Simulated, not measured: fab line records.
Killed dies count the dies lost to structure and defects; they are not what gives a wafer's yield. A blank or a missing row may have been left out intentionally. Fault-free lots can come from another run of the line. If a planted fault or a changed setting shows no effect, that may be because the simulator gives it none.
Which of the tools did it? :: flow sfq_line :: 39 wafers from 13 lots sampled at 5 of the route's 325 steps

== WHAT EACH GAUGE READ, for each wafer ==
SFQ_M7_RS_MEAS_943: measurement is done with a four-point probe.
lot: L152
measured: day 73 12:52
on: film_metro-04
M7_NB_RS (ohm/sq): 0.913 0.910 0.914

lot: L155
measured: day 77 11:45
on: film_metro-04
M7_NB_RS (ohm/sq): 0.884 0.869 0.897

lot: L156
measured: day 77 21:29
on: film_metro-04
M7_NB_RS (ohm/sq): 0.880 0.884 0.873

lot: L157
measured: day 77 22:40
on: film_metro-03
M7_NB_RS (ohm/sq): 0.887 0.881 0.885

lot: L158
measured: day 81 10:06
on: film_metro-03
M7_NB_RS (ohm/sq): 0.889 0.905 0.877

lot: L159
measured: day 81 13:43
on: film_metro-02
M7_NB_RS (ohm/sq): 0.887 0.880 0.895

lot: L161
measured: day 81 18:31
on: film_metro-03
M7_NB_RS (ohm/sq): 0.859 0.887 0.858

lot: L163
measured: day 84 00:58
on: film_metro-03
M7_NB_RS (ohm/sq): 0.881 0.896 0.891

lot: L167
measured: day 84 14:11
on: film_metro-03
M7_NB_RS (ohm/sq): 0.659 0.888 0.656

lot: L168
measured: day 84 15:49
on: film_metro-03
M7_NB_RS (ohm/sq): 0.887 0.883 0.887

lot: L169
measured: day 84 18:51
on: film_metro-04
M7_NB_RS (ohm/sq): 0.877 0.886 0.894

lot: L172
measured: day 85 08:10
on: film_metro-04
M7_NB_RS (ohm/sq): 0.901 0.887 0.897

lot: L174
measured: day 85 10:32
on: film_metro-03
M7_NB_RS (ohm/sq): 0.887 0.899 0.886

== TOOL THAT RAN EACH LOT (tool first, then ch and the chambers of the sampled wafers, then the start) ==
lot: L152
SFQ_TRILAYER_R5_ETCH_METAL_ETCH_139: rie_metal-03 ch 0,1, day 69 05:34
SFQ_TRILAYER_I5_BARC_OPEN_VIA_ETCH_200: rie_diel-03 ch 0,1,3, day 69 13:55
SFQ_TRILAYER_C5_STRIP_STRIP_155: rie_metal-04 ch 0,1, day 72 13:32
SFQ_TRILAYER_M7_DEP_SPUTTER_175: pvd_sputter-05, day 73 12:46

lot: L155
SFQ_TRILAYER_R5_ETCH_METAL_ETCH_139: rie_metal-03 ch 0,1, day 69 11:34
SFQ_TRILAYER_I5_BARC_OPEN_VIA_ETCH_200: rie_diel-03 ch 0,3, day 69 18:43
SFQ_TRILAYER_C5_STRIP_STRIP_155: rie_metal-03 ch 0,1, day 73 10:14
SFQ_TRILAYER_M7_DEP_SPUTTER_175: pvd_sputter-04, day 77 11:40

lot: L156
SFQ_TRILAYER_R5_ETCH_METAL_ETCH_139: rie_metal-02 ch 0,1, day 69 12:46
SFQ_TRILAYER_I5_BARC_OPEN_VIA_ETCH_200: rie_diel-01 ch 0,2,3, day 69 19:55
SFQ_TRILAYER_C5_STRIP_STRIP_155: rie_metal-01 ch 0,1, day 73 13:50
SFQ_TRILAYER_M7_DEP_SPUTTER_175: pvd_sputter-05, day 77 21:22

lot: L157
SFQ_TRILAYER_R5_ETCH_METAL_ETCH_139: rie_metal-03 ch 1, day 69 17:34
SFQ_TRILAYER_I5_BARC_OPEN_VIA_ETCH_200: rie_diel-03 ch 0,1,3, day 69 21:07
SFQ_TRILAYER_C5_STRIP_STRIP_155: rie_metal-04 ch 0,1, day 73 18:30
SFQ_TRILAYER_M7_DEP_SPUTTER_175: pvd_sputter-03, day 77 22:34

lot: L158
SFQ_TRILAYER_R5_ETCH_METAL_ETCH_139: rie_metal-01 ch 0,1, day 70 02:01
SFQ_TRILAYER_I5_BARC_OPEN_VIA_ETCH_200: rie_diel-04 ch 1,2,3, day 70 06:21
SFQ_TRILAYER_C5_STRIP_STRIP_155: rie_metal-04 ch 0,1, day 74 04:06
SFQ_TRILAYER_M7_DEP_SPUTTER_175: pvd_sputter-05, day 81 10:01

lot: L159
SFQ_TRILAYER_R5_ETCH_METAL_ETCH_139: rie_metal-01 ch 1, day 70 13:16
SFQ_TRILAYER_I5_BARC_OPEN_VIA_ETCH_200: rie_diel-04 ch 0,1, day 70 16:55
SFQ_TRILAYER_C5_STRIP_STRIP_155: rie_metal-01 ch 0,1, day 74 05:25
SFQ_TRILAYER_M7_DEP_SPUTTER_175: pvd_sputter-03, day 81 13:35

lot: L161
SFQ_TRILAYER_R5_ETCH_METAL_ETCH_139: rie_metal-03 ch 0,1, day 72 10:32
SFQ_TRILAYER_I5_BARC_OPEN_VIA_ETCH_200: rie_diel-01 ch 1,2, day 73 00:32
SFQ_TRILAYER_C5_STRIP_STRIP_155: rie_metal-03 ch 0,1, day 74 07:49
SFQ_TRILAYER_M7_DEP_SPUTTER_175: pvd_sputter-03, day 81 18:23

lot: L163
SFQ_TRILAYER_R5_ETCH_METAL_ETCH_139: rie_metal-03 ch 1, day 76 08:11
SFQ_TRILAYER_I5_BARC_OPEN_VIA_ETCH_200: rie_diel-04 ch 0,1, day 76 11:59
SFQ_TRILAYER_C5_STRIP_STRIP_155: rie_metal-01 ch 0,1, day 77 07:23
SFQ_TRILAYER_M7_DEP_SPUTTER_175: pvd_sputter-03, day 84 00:52

lot: L167
SFQ_TRILAYER_R5_ETCH_METAL_ETCH_139: rie_metal-01 ch 0,1, day 77 01:10
SFQ_TRILAYER_I5_BARC_OPEN_VIA_ETCH_200: rie_diel-04 ch 0,2,3, day 78 07:58
SFQ_TRILAYER_C5_STRIP_STRIP_155: rie_metal-03 ch 0,1, day 78 23:46
SFQ_TRILAYER_M7_DEP_SPUTTER_175: pvd_sputter-03, day 84 14:05

lot: L168
SFQ_TRILAYER_R5_ETCH_METAL_ETCH_139: rie_metal-03 ch 0,1, day 77 08:22
SFQ_TRILAYER_I5_BARC_OPEN_VIA_ETCH_200: rie_diel-01 ch 1,2,3, day 78 09:10
SFQ_TRILAYER_C5_STRIP_STRIP_155: rie_metal-03 ch 0,1, day 79 00:58
SFQ_TRILAYER_M7_DEP_SPUTTER_175: pvd_sputter-05, day 84 15:43

lot: L169
SFQ_TRILAYER_R5_ETCH_METAL_ETCH_139: rie_metal-02 ch 0,1, day 77 17:59
SFQ_TRILAYER_I5_BARC_OPEN_VIA_ETCH_200: rie_diel-03 ch 0,3, day 78 10:22
SFQ_TRILAYER_C5_STRIP_STRIP_155: rie_metal-01 ch 0,1, day 79 02:22
SFQ_TRILAYER_M7_DEP_SPUTTER_175: pvd_sputter-04, day 84 18:43

lot: L172
SFQ_TRILAYER_R5_ETCH_METAL_ETCH_139: rie_metal-01 ch 0,1, day 78 12:06
SFQ_TRILAYER_I5_BARC_OPEN_VIA_ETCH_200: rie_diel-04 ch 0,3, day 79 05:41
SFQ_TRILAYER_C5_STRIP_STRIP_155: rie_metal-03 ch 0,1, day 79 22:34
SFQ_TRILAYER_M7_DEP_SPUTTER_175: pvd_sputter-05, day 85 08:02

lot: L174
SFQ_TRILAYER_R5_ETCH_METAL_ETCH_139: rie_metal-01 ch 0,1, day 78 20:29
SFQ_TRILAYER_I5_BARC_OPEN_VIA_ETCH_200: rie_diel-01 ch 0,2,3, day 79 13:53
SFQ_TRILAYER_C5_STRIP_STRIP_155: rie_metal-01 ch 0,1, day 80 03:10
SFQ_TRILAYER_M7_DEP_SPUTTER_175: pvd_sputter-04, day 85 10:26
- SFQ_TRILAYER_R5_ETCH_METAL_ETCH_139: etches the open film in Cl2, stops on SiO2, target depth 60 nm, time 40 s.
- SFQ_TRILAYER_I5_BARC_OPEN_VIA_ETCH_200: etches BARC in O2, target depth 125 nm, time 41.7 s.
- SFQ_TRILAYER_C5_STRIP_STRIP_155: strips in O2.
- SFQ_TRILAYER_M7_DEP_SPUTTER_175: material Nb, target thk 200 nm, time 133.3 s.

== WHAT THE TOOLS THEMSELVES READ (means of the sampled wafers that have a number; where no wafer has one, the mark that the record gives instead) ==
SFQ_TRILAYER_R5_ETCH_METAL_ETCH_139.
lot: L152
tool: rie_metal-03
drypump_motor_current_A (A): 5.4
oes_product_au (a.u.): 0.993

lot: L155
tool: rie_metal-03
drypump_motor_current_A (A): 5.7
oes_product_au (a.u.): 0.995

lot: L156
tool: rie_metal-02
drypump_motor_current_A (A): 6.0
oes_product_au (a.u.): 0.995

lot: L157
tool: rie_metal-03
drypump_motor_current_A (A): 5.2
oes_product_au (a.u.): 0.989

lot: L158
tool: rie_metal-01
drypump_motor_current_A (A): 5.8
oes_product_au (a.u.): 0.983

lot: L159
tool: rie_metal-01
drypump_motor_current_A (A): 6.0
oes_product_au (a.u.): 0.984

lot: L161
tool: rie_metal-03
drypump_motor_current_A (A): 5.4
oes_product_au (a.u.): 0.991

lot: L163
tool: rie_metal-03
drypump_motor_current_A (A): 5.1
oes_product_au (a.u.): 0.989

lot: L167
tool: rie_metal-01
drypump_motor_current_A (A): 5.8
oes_product_au (a.u.): 0.988

lot: L168
tool: rie_metal-03
drypump_motor_current_A (A): 5.7
oes_product_au (a.u.): 0.996

lot: L169
tool: rie_metal-02
drypump_motor_current_A (A): 5.8
oes_product_au (a.u.): 0.996

lot: L172
tool: rie_metal-01
drypump_motor_current_A (A): 5.8
oes_product_au (a.u.): 0.996

lot: L174
tool: rie_metal-01
drypump_motor_current_A (A): 5.8
oes_product_au (a.u.): 0.984

SFQ_TRILAYER_I5_BARC_OPEN_VIA_ETCH_200.
lot: L152
tool: rie_diel-03
drypump_motor_current_A (A): 5.2
oes_product_au (a.u.): 0.683

lot: L155
tool: rie_diel-03
drypump_motor_current_A (A): 5.4
oes_product_au (a.u.): 0.689

lot: L156
tool: rie_diel-01
drypump_motor_current_A (A): 5.5
oes_product_au (a.u.): 0.690

lot: L157
tool: rie_diel-03
drypump_motor_current_A (A): 5.2
oes_product_au (a.u.): 0.681

lot: L158
tool: rie_diel-04
drypump_motor_current_A (A): 5.4
oes_product_au (a.u.): 0.684

lot: L159
tool: rie_diel-04
drypump_motor_current_A (A): 5.4
oes_product_au (a.u.): 0.689

lot: L161
tool: rie_diel-01
drypump_motor_current_A (A): 5.9
oes_product_au (a.u.): 0.683

lot: L163
tool: rie_diel-04
drypump_motor_current_A (A): 5.6
oes_product_au (a.u.): 0.687

lot: L167
tool: rie_diel-04
drypump_motor_current_A (A): 5.6
oes_product_au (a.u.): 0.685

lot: L168
tool: rie_diel-01
drypump_motor_current_A (A): 5.6
oes_product_au (a.u.): 0.684

lot: L169
tool: rie_diel-03
drypump_motor_current_A (A): 5.4
oes_product_au (a.u.): 0.682

lot: L172
tool: rie_diel-04
drypump_motor_current_A (A): 5.7
oes_product_au (a.u.): 0.692

lot: L174
tool: rie_diel-01
drypump_motor_current_A (A): 5.5
oes_product_au (a.u.): 0.687

SFQ_TRILAYER_C5_STRIP_STRIP_155.
lot: L152
tool: rie_metal-04
drypump_motor_current_A (A): 5.5
oes_product_au (a.u.): 0.996

lot: L155
tool: rie_metal-03
drypump_motor_current_A (A): 5.4
oes_product_au (a.u.): 1.000

lot: L156
tool: rie_metal-01
drypump_motor_current_A (A): 5.8
oes_product_au (a.u.): 0.994

lot: L157
tool: rie_metal-04
drypump_motor_current_A (A): 5.4
oes_product_au (a.u.): 1.002

lot: L158
tool: rie_metal-04
drypump_motor_current_A (A): 5.5
oes_product_au (a.u.): 0.989

lot: L159
tool: rie_metal-01
drypump_motor_current_A (A): 5.8
oes_product_au (a.u.): 0.988

lot: L161
tool: rie_metal-03
drypump_motor_current_A (A): 5.6
oes_product_au (a.u.): 1.010

lot: L163
tool: rie_metal-01
drypump_motor_current_A (A): 5.5
oes_product_au (a.u.): 0.984

lot: L167
tool: rie_metal-03
drypump_motor_current_A (A): 5.4
oes_product_au (a.u.): 1.002

lot: L168
tool: rie_metal-03
drypump_motor_current_A (A): 5.7
oes_product_au (a.u.): 1.000

lot: L169
tool: rie_metal-01
drypump_motor_current_A (A): 5.5
oes_product_au (a.u.): 0.980

lot: L172
tool: rie_metal-03
drypump_motor_current_A (A): 5.4
oes_product_au (a.u.): 1.012

lot: L174
tool: rie_metal-01
drypump_motor_current_A (A): 5.8
oes_product_au (a.u.): 1.002

SFQ_TRILAYER_M7_DEP_SPUTTER_175.
lot: L152
tool: pvd_sputter-05
base_pressure_pa (Pa): 1.35e-06
throttle_valve_pct (%): 31.2

lot: L155
tool: pvd_sputter-04
base_pressure_pa (Pa): 1.36e-06
throttle_valve_pct (%): 29.2

lot: L156
tool: pvd_sputter-05
base_pressure_pa (Pa): 1.36e-06
throttle_valve_pct (%): 30.3

lot: L157
tool: pvd_sputter-03
base_pressure_pa (Pa): 1.37e-06
throttle_valve_pct (%): 29.4

lot: L158
tool: pvd_sputter-05
base_pressure_pa (Pa): 1.38e-06
throttle_valve_pct (%): 31.1

lot: L159
tool: pvd_sputter-03
base_pressure_pa (Pa): 1.34e-06
throttle_valve_pct (%): 29.9

lot: L161
tool: pvd_sputter-03
base_pressure_pa (Pa): 1.33e-06
throttle_valve_pct (%): 29.8

lot: L163
tool: pvd_sputter-03
base_pressure_pa (Pa): 1.36e-06
throttle_valve_pct (%): 29.3

lot: L167
tool: pvd_sputter-03
base_pressure_pa (Pa): 1.38e-06
throttle_valve_pct (%): 29.7

lot: L168
tool: pvd_sputter-05
base_pressure_pa (Pa): 1.25e-06
throttle_valve_pct (%): 31.3

lot: L169
tool: pvd_sputter-04
base_pressure_pa (Pa): 1.33e-06
throttle_valve_pct (%): 30.0

lot: L172
tool: pvd_sputter-05
base_pressure_pa (Pa): 1.34e-06
throttle_valve_pct (%): 31.3

lot: L174
tool: pvd_sputter-04
base_pressure_pa (Pa): 1.40e-06
throttle_valve_pct (%): 29.3

== THE ANSWER, worked out from the rows above alone ==
Rule: the lots themselves supply what counts as usual. Put in order of their means at a reading, lots are off if they are a third of the lots or fewer, leave a main group of 4 or more, and stand apart from it by a gap of 3 or more times the standard deviation of the main group's means; of several such gaps the widest counts. If all means in a main group match to the digits the tables above print for the reading, that group is not used. A lot without any number at a reading at which 4 lots or more have one is off too. Any other lot the step has rows for is counted as sound. The gauges are gone through in route order, then the tools' own readings, and for those a lot's mean is taken as printed above. At the first step where some lot is off, the reading lying furthest off is the one used; lots without a number count as furthest.
Off: L167, seen at SFQ_M7_RS_MEAS_943 (M7_NB_RS). The main group: mean 0.888 ohm/sq, standard deviation 0.0099.
If a tool, at a process step before that reading, ran all the lots that are off and no sound lot after the first of them, it fits. Gauges at SFQ_M7_RS_MEAS_943: tried the same way as those tools. One candidate fits, namely pvd_sputter-03 at SFQ_TRILAYER_M7_DEP_SPUTTER_175. A fault onset in the window from L163 (day 84 00:52, its last sound lot) to L167 (day 84 14:05, its first lot off) fits.

== WHAT THE SIMULATOR PUT IN ==
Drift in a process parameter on pvd_sputter-03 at SFQ_TRILAYER_M7_DEP_SPUTTER_175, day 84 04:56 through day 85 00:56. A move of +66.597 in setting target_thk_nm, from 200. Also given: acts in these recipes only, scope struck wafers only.
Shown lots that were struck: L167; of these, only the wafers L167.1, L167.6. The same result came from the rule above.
